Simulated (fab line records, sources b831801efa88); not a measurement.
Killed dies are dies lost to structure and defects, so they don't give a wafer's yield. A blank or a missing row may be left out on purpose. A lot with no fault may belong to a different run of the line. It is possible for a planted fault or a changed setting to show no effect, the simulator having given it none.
A single fault, viewed from 2 desks :: flow sky130 :: each desk has only its own numbers; what lay behind them comes last

## FOR THE TOOL OWNER'S DESK: rieDiel-01
The tool's own readings at SKY_POLY_GATE_ETCH_15 (etches BARC in N2/H2, stops on SiO2, time 118.5 s, target depth 110 nm): means of the sampled wafers that have a number, for each lot that ran on this tool. If a lot's mean is further than 4 standard deviations from the usual mean, the lot is out of limits and carries the mark OUT (the distance appears in the brackets).
Columns: A = chamberPressureMTorr at SKY_POLY_GATE_ETCH_15, usual 30.002 mTorr; B = drypumpMotorCurrentA at SKY_POLY_GATE_ETCH_15, usual 5.7 A; C = oesProductAu at SKY_POLY_GATE_ETCH_15, usual 0.717 a.u.; D = throttleValvePct at SKY_POLY_GATE_ETCH_15, usual 13.212 %
lot: L472
first seen here: day 17 07:02
A: 30.009
B: 5.8
C: 0.714
D: 13.215

lot: L481
first seen here: day 20 03:44
A: 29.993
B: 5.8
C: 0.717
D: 13.214

lot: L489
first seen here: day 22 22:56
A: 29.984
B: 5.6
C: 0.716
D: 13.201

lot: L491
first seen here: day 24 16:59
A: 30.020
B: 5.7
C: 0.716
D: 13.213

lot: L493
first seen here: day 24 20:56
A: 30.013
B: 5.8
C: 0.718
D: 13.210
This desk's verdict: no lot among the 5 shows anything out of limits.

## FROM THE METROLOGY DESK
What the gauges read, lot by lot, whatever tool the lot ran on: means of the sampled wafers that have a number. If a lot's mean is further than 4 standard deviations from the usual mean, the lot is out of limits and carries the mark OUT (the distance appears in the brackets).
Columns: A = SONOS_ONO_CVD_02_THK at SKY_SONOS_ONO_THK_MEAS_03, usual 10.41 nm; B = cdNm at SKY_SONOS_ONO_CD_MEAS_13, usual 409.6 nm; C = cdNm at SKY_POLY_GATE_CD_MEAS_22, usual 150.0 nm; D = LDD_N_OVL at SKY_LDD_N_OVL_MEAS_07, usual 0.3 nm
lot: L470
first seen here: day 11 18:32
A: 10.39
B: 413.1
C: 148.5
D: 0.1

lot: L471
first seen here: day 12 07:05
A: 10.39
B: 409.5
C: 152.8
D: 1.5

lot: L472
first seen here: day 12 13:45
A: 10.38
B: 409.3
C: 150.3
D: 2.7

lot: L480
first seen here: day 14 15:14
A: 10.44
B: 410.0
C: 150.3
D: -2.5

lot: L481
first seen here: day 14 19:52
A: 10.57
B: 409.6
C: 145.7
D: 0.1

lot: L485
first seen here: day 16 09:07
A: 10.29
B: 405.3
C: 149.1
D: 2.0

lot: L489
first seen here: day 17 13:15
A: 10.30
B: 405.8
C: 152.5
D: 1.0

lot: L490
first seen here: day 18 11:47
A: 10.53
B: 409.2
C: 150.9
D: 0.8

lot: L491
first seen here: day 19 09:13
A: 10.26
B: 406.4
C: 152.5
D: -0.6

lot: L492
first seen here: day 19 10:34
A: 10.45
B: 411.6
C: 148.7
D: -0.6

lot: L493
first seen here: day 19 12:59
A: 10.38
B: 409.9
C: 150.4
D: -0.3
This desk's verdict: no lot among the 11 shows anything out of limits.

## TAKEN TOGETHER
The tool owner's desk saw nothing out of limits.
The metrology desk saw nothing out of limits.

## WHAT THE SIMULATOR PUT IN
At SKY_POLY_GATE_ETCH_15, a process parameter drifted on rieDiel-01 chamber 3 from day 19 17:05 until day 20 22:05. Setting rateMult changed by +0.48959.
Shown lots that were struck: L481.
